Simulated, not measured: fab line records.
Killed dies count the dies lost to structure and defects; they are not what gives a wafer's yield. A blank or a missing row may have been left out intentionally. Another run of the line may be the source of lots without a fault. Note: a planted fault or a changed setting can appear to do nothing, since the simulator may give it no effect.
Struck lot and sound lot, side by side + flow sky130 + 43 out of 708 route steps
Sound: these wafers, L317.1, L317.2, L317.3. Struck: wafer L331.3 (L331.4, L331.6, from the same lot, were not struck and are left out); the cause is given at the end.
At each step with rows: each side's tool, then ch and its chambers, then its first start. Under that, the readings that differ: sound wafers + struck wafers + difference of the means + sigmas: that difference in standard deviations of wafers without a fault.
alike: words and numbers the same on both sides, and readings whose means are apart by under 2 such deviations; not compared: readings that were withheld, readings missing a value for some wafer, numbers with overlapping values and no deviation given by the record, and bounds like >300 which may hide the same value.
The two part at a step that has a row with sigmas, a row that says differs or no value, or rows on one side only. Numbers that have no deviation but don't overlap get no sigmas and don't part them. A reading that every wafer of one side lacks parts them only if that side has two wafers or more.

first, 6 steps without rows for these wafers: SKY_VIA4_HMDS_05 (prime time 60 s); SKY_VIA4_COAT_06 (resist thk 1140 nm); SKY_VIA4_SOFTBAKE_07 (time 60 s); SKY_VIA4_EXPOSE_08 (exposes mask VIM4, target cd 800 nm); SKY_VIA4_PEB_09; SKY_VIA4_DEVELOP_10 (develop time 60 s).
SKY_VIA4_OVL_MEAS_11:
  sound on overlay-02, day 43 02:55; struck on overlay-02, day 47 00:35
  alike: VIA4_OVL
then, 5 steps without rows for these wafers: SKY_VIA4_ETCH_12 (etches SiO2 in C4F8/O2/Ar, stops on TiN, target depth 580 nm); SKY_VIA4_STRIP_13 (strips in O2/N2); SKY_VIA4_STRIP_14 (strips in post etch residue remover, time 1200 s); SKY_VIA4_CLEAN_15 (cleans in IPA, time 180 s); SKY_VIA4_CLEAN_16 (cleans in O3/DIW).
SKY_VIA4_SPUTTER_17: material TiN, target thk 20 nm, time 80 s.
  sound on pvd_sputter-01, day 43 03:39; struck on pvd_sputter-01, day 47 01:17
  alike: throttle_valve_pct
then, 1 step without rows for these wafers: SKY_VIA4_CVD_18 (deposits W, target thk 505 nm, time 152.14 s).
SKY_VIA4_RS_MEAS_19: measures by four-point-probe.
  sound on film_metro-03, day 43 03:52; struck on film_metro-04, day 47 01:32
  alike: VIA4_W_RS
SKY_VIA4_THK_MEAS_20: measures by xrf.
  sound on film_metro-03, day 43 03:59; struck on film_metro-04, day 47 01:38
  alike: VIA4_W_THK
then, 2 steps without rows for these wafers: SKY_VIA4_CMP_21 (polishes, stops on SiO2, t overpolish 25 s, target thk 0 nm); SKY_METAL5_SPUTTER_00 (material Ti, target thk 15 nm, time 10 s).
SKY_METAL5_SPUTTER_01: material TiN, target thk 20 nm, time 16.7 s.
  sound on pvd_sputter-04, day 43 04:22; struck on pvd_sputter-03, day 47 02:00
  alike: throttle_valve_pct
then, 2 steps without rows for these wafers: SKY_METAL5_SPUTTER_02 (material AlCu, target thk 1150 nm, time 61.2 s); SKY_METAL5_SPUTTER_03 (material Ti, target thk 5 nm, time 3.3 s).
SKY_METAL5_SPUTTER_04: material TiN, target thk 70 nm, time 58.3 s.
  sound on pvd_sputter-04, day 43 04:28; struck on pvd_sputter-03, day 47 02:05
  alike: throttle_valve_pct
SKY_METAL5_RS_MEAS_05: measures by four-point-probe.
  sound on film_metro-02, day 43 04:31; struck on film_metro-01, day 47 02:11
  alike: METAL5_ALCU_RS
SKY_METAL5_THK_MEAS_06: measures by xrf.
  sound on film_metro-02, day 43 04:38; struck on film_metro-01, day 47 02:17
  alike: METAL5_ALCU_THK
then, 8 steps without rows for these wafers: SKY_METAL5_DEHYDRATE_07 (time 60 s); SKY_METAL5_HMDS_08 (prime time 60 s); SKY_METAL5_COAT_09 (resist thk 1800 nm); SKY_METAL5_SOFTBAKE_10 (time 60 s); SKY_METAL5_EXPOSE_11 (exposes mask MM5, target cd 1600 nm); SKY_METAL5_PEB_12; SKY_METAL5_DEVELOP_13 (develop time 60 s); SKY_METAL5_DESCUM_14 (chemistry O2, time 11 s).
SKY_METAL5_METAL_ETCH_15: etches the open film in Cl2/BCl3, stops on SiO2, target depth 1260 nm, time 252 s.
  sound on rie_metal-02 ch 0,1, day 44 02:29; struck on rie_metal-01 ch 1, day 47 21:25
  alike: drypump_motor_current_A, he_backside_leak_sccm, oes_product_au, throttle_valve_pct
  not compared: rf_hours_counter_h
SKY_METAL5_STRIP_16: strips in O2/N2.
  sound on plasma_asher-04 ch 0,1, day 44 02:44; struck on plasma_asher-04 ch 1, day 47 21:37
  alike: drypump_motor_current_A, oes_product_au, strip_time_to_endpoint_s
  not compared: rf_hours_counter_h
then, 4 steps without rows for these wafers: SKY_METAL5_STRIP_17 (strips in post etch residue remover, time 1200 s); SKY_METAL5_CLEAN_18 (cleans in IPA, time 180 s); SKY_METAL5_CLEAN_19 (cleans in O3/DIW); SKY_PASSIVATION_CVD_00 (deposits SiO2, target thk 90 nm).
SKY_PASSIVATION_THK_MEAS_01:
  sound on film_metro-04, day 44 03:21; struck on film_metro-04, day 47 22:14
  alike: PASSIVATION_CVD_00_THK
SKY_PASSIVATION_CVD_02: deposits Si3N4, target thk 540 nm.
  sound on pecvd-03 ch 0,1,2, day 44 03:25; struck on pecvd-04 ch 2, day 47 22:17
  alike: heater_power_w
SKY_PASSIVATION_THK_MEAS_03:
  sound on film_metro-02, day 44 03:38; struck on film_metro-01, day 47 22:32
  alike: PASSIVATION_CVD_02_THK
then, 1 step without rows for these wafers: SKY_PASSIVATION_DEHYDRATE_04 (time 60 s).
SKY_PAD_OPEN_PROBE_99:
  sound on prober-02, day 46 00:59; struck on prober-01, day 49 13:59
| reading                               | sound                | struck | difference | sigmas |
|---------------------------------------|----------------------|--------|------------|--------|
| defect_limited_yield (%)              | 78.9 81.5 78.3       | 75.2   | -4.4       | -2     |
| killed_at_M0_to_M3                    | 47 58 60             | 25     | -30        | -4     |
| killed_at_M4_up                       | 1 2 3                | 66     | +64        | +38    |
| killed_dies                           | 104 91 107           | 122    | +21        | +2     |
| killed_open                           | 56 50 60             | 29     | -26        | -4     |
| killed_short                          | 48 41 47             | 28     | -17        | -3     |
| sort_bin_3_pad_short (%)              | 0.6 0.6 0.4          | 3.7    | +3.2       | +7     |
| sort_bin_5_function (%)               | 15.0 8.9 13.4        | 15.9   | +3.5       | +2     |
| sort_n_pass                           | 388 401 385          | 370    | -21        | -2     |
| sort_yield_pct (%)                    | 78.9 81.5 78.3       | 75.2   | -4.4       | -2     |
| model.etest.tester.sort_n_pass        | 388 401 385          | 370    | -21        |        |
| model.etest.tester.sort_yield_pct (%) | 78.86 81.5 78.25     | 75.2   | -4.3       |        |
| model.etest.tester.sort_bin_5_pct (%) | 15.04 8.943 13.41    | 15.85  | +3.39      |        |
| model.etest.tester.sort_bin_3_pct (%) | 0.6098 0.6098 0.4065 | 3.659  | +3.117     |        |
  alike: killed_at_contacts, killed_at_front_end, killed_at_other, killed_on_rim, sort_bin_6_memory

WHERE THEY PART
SKY_PAD_OPEN_PROBE_99 only, going by this record.

WHY: what the simulator had put in
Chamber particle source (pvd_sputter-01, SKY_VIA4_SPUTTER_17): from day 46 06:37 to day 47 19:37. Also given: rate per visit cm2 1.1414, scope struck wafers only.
